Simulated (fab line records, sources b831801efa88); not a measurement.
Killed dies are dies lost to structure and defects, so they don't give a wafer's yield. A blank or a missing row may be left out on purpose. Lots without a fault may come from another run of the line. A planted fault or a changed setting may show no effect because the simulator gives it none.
Tool commonality check | flow gf180mcu | 11 lots, 39 wafers sampled

WHY IT WAS OPENED
At GF_M4_RS_MEAS_05 the reading M4_ALCU_RS is flagged on 2 of 11 lots. Wafers without a fault read 0.0694 ohm/sq, standard deviation 0.00073.
Rule: a lot is flagged when every wafer of it that has a number lies more than 4 standard deviations from that mean, or none has a number. The other lots count as sound.

lot  | measured     | on            | M4_ALCU_RS (ohm/sq), wafer by wafer       | flag
L413 | day 22 20:46 | film_metro-02 | 0.0694 0.0692 0.0693                      |
L414 | day 23 05:37 | film_metro-01 | 0.0703 0.0698 0.0705                      |
L415 | day 23 12:25 | film_metro-04 | 0.0688 0.0699 0.0693                      |
L416 | day 23 21:32 | film_metro-04 | 0.0691 0.0692 0.0696                      |
L419 | day 25 01:04 | film_metro-02 | 0.0699 0.0696 0.0696                      |
L421 | day 25 21:04 | film_metro-01 | 0.0692 0.0692 0.0692                      |
L422 | day 26 01:43 | film_metro-04 | 0.0699 0.0699 0.0706                      |
L425 | day 26 23:46 | film_metro-01 | 0.0614 0.0610 0.0615 0.0613 0.0611 0.0615 | FLAGGED
L427 | day 27 15:28 | film_metro-01 | 0.0602 0.0599 0.0603 0.0601 0.0598 0.0603 | FLAGGED
L433 | day 29 07:07 | film_metro-04 | 0.0691 0.0689 0.0688                      |
L435 | day 29 20:31 | film_metro-04 | 0.0699 0.0699 0.0700                      |
The numbers of the flagged lots are 0.0607 ohm/sq on average: -0.0087 ohm/sq against the usual, or -12 standard deviations.

WHICH TOOL RAN EACH LOT
The record holds 3 process steps before the reading, out of a route of 602 steps. In each cell: the tool, then ch and the chambers that the sampled wafers went through, then the start.
lot  | flag    | GF_V3_STRIP_18                       | GF_V3_CMP_26                  | GF_M4_SPUTTER_02
L413 |         | plasma_asher-04 ch 0,1, day 22 18:59 | cmp-01 ch 1,2,3, day 22 20:17 | pvd_sputter-02, day 22 20:40
L414 |         | plasma_asher-02 ch 0,1, day 23 04:10 | cmp-02 ch 0,1,2, day 23 05:12 | pvd_sputter-01, day 23 05:32
L415 |         | plasma_asher-01 ch 0,1, day 23 10:56 | cmp-01 ch 0,3, day 23 11:56   | pvd_sputter-03, day 23 12:19
L416 |         | plasma_asher-02 ch 0,1, day 23 19:49 | cmp-02 ch 0,3, day 23 21:04   | pvd_sputter-03, day 23 21:26
L419 |         | plasma_asher-04 ch 0,1, day 24 23:37 | cmp-01 ch 0,3, day 25 00:30   | pvd_sputter-03, day 25 00:56
L421 |         | plasma_asher-04 ch 0,1, day 25 19:36 | cmp-02 ch 0,1,2, day 25 20:38 | pvd_sputter-02, day 25 20:58
L422 |         | plasma_asher-04 ch 0,1, day 26 00:13 | cmp-02 ch 0,1,2, day 26 01:13 | pvd_sputter-02, day 26 01:36
L425 | FLAGGED | plasma_asher-01 ch 0, day 26 22:19   | cmp-01 ch 0,2,3, day 26 23:14 | pvd_sputter-02, day 26 23:40
L427 | FLAGGED | plasma_asher-04 ch 0, day 27 14:01   | cmp-01 ch 2,3, day 27 14:57   | pvd_sputter-02, day 27 15:23
L433 |         | plasma_asher-04 ch 0,1, day 29 05:40 | cmp-02 ch 1,2,3, day 29 06:35 | pvd_sputter-01, day 29 07:01
L435 |         | plasma_asher-01 ch 0,1, day 29 19:04 | cmp-01 ch 0,1,3, day 29 20:00 | pvd_sputter-01, day 29 20:26
What these steps do:
- GF_V3_STRIP_18: strips in O2/N2.
- GF_V3_CMP_26: polishes, stops on SiO2, t overpolish 15 s, target thk 0 nm.
- GF_M4_SPUTTER_02: material AlCu, target thk 450 nm, time 23.9 s.
- GF_M4_RS_MEAS_05: measures by four-point-probe.

FLAGGED OVER TOTAL, TOOL BY TOOL (the gauges that took the reading come last)
step             | tool            | lots run | flagged | share of the flagged lots | sound lots run after its first flagged lot
GF_V3_STRIP_18   | plasma_asher-01 | 3        | 1       | some                      | 1 (L435)
GF_V3_STRIP_18   | plasma_asher-02 | 2        | 0       | none                      | -
GF_V3_STRIP_18   | plasma_asher-04 | 6        | 1       | some                      | 1 (L433)
GF_V3_CMP_26     | cmp-01          | 6        | 2       | all                       | 1 (L435)
GF_V3_CMP_26     | cmp-02          | 5        | 0       | none                      | -
GF_M4_SPUTTER_02 | pvd_sputter-01  | 3        | 0       | none                      | -
GF_M4_SPUTTER_02 | pvd_sputter-02  | 5        | 2       | all                       | 0
GF_M4_SPUTTER_02 | pvd_sputter-03  | 3        | 0       | none                      | -
GF_M4_RS_MEAS_05 | film_metro-01   | 4        | 2       | all                       | 0
GF_M4_RS_MEAS_05 | film_metro-02   | 2        | 0       | none                      | -
GF_M4_RS_MEAS_05 | film_metro-04   | 5        | 0       | none                      | -

WHAT THE TABLE ALLOWS
3 rows of the table ran every flagged lot: cmp-01 at GF_V3_CMP_26, pvd_sputter-02 at GF_M4_SPUTTER_02, film_metro-01 at GF_M4_RS_MEAS_05.
- cmp-01 at GF_V3_CMP_26: 2 of its 6 lots flagged. Sound lots ran on it after the first flagged one (L435), which a lasting fault on the whole tool wouldn't allow.
- pvd_sputter-02 at GF_M4_SPUTTER_02: 2 of its 5 lots flagged. Its last sound lot is L422 (day 26 01:36), its first flagged lot L425 (day 26 23:40): a fault that began between those two fits.
- film_metro-01 at GF_M4_RS_MEAS_05: 2 of its 4 lots flagged. Its last sound lot is L421 (day 25 21:04), its first flagged lot L425 (day 26 23:46): a fault that began between those two fits.
Counting lots can't tell these 2 tools apart, because each fits a fault that began at some hour. More lots, or a look at what each step does to the wafer, might.

WHAT THE SIMULATOR HAD PUT IN
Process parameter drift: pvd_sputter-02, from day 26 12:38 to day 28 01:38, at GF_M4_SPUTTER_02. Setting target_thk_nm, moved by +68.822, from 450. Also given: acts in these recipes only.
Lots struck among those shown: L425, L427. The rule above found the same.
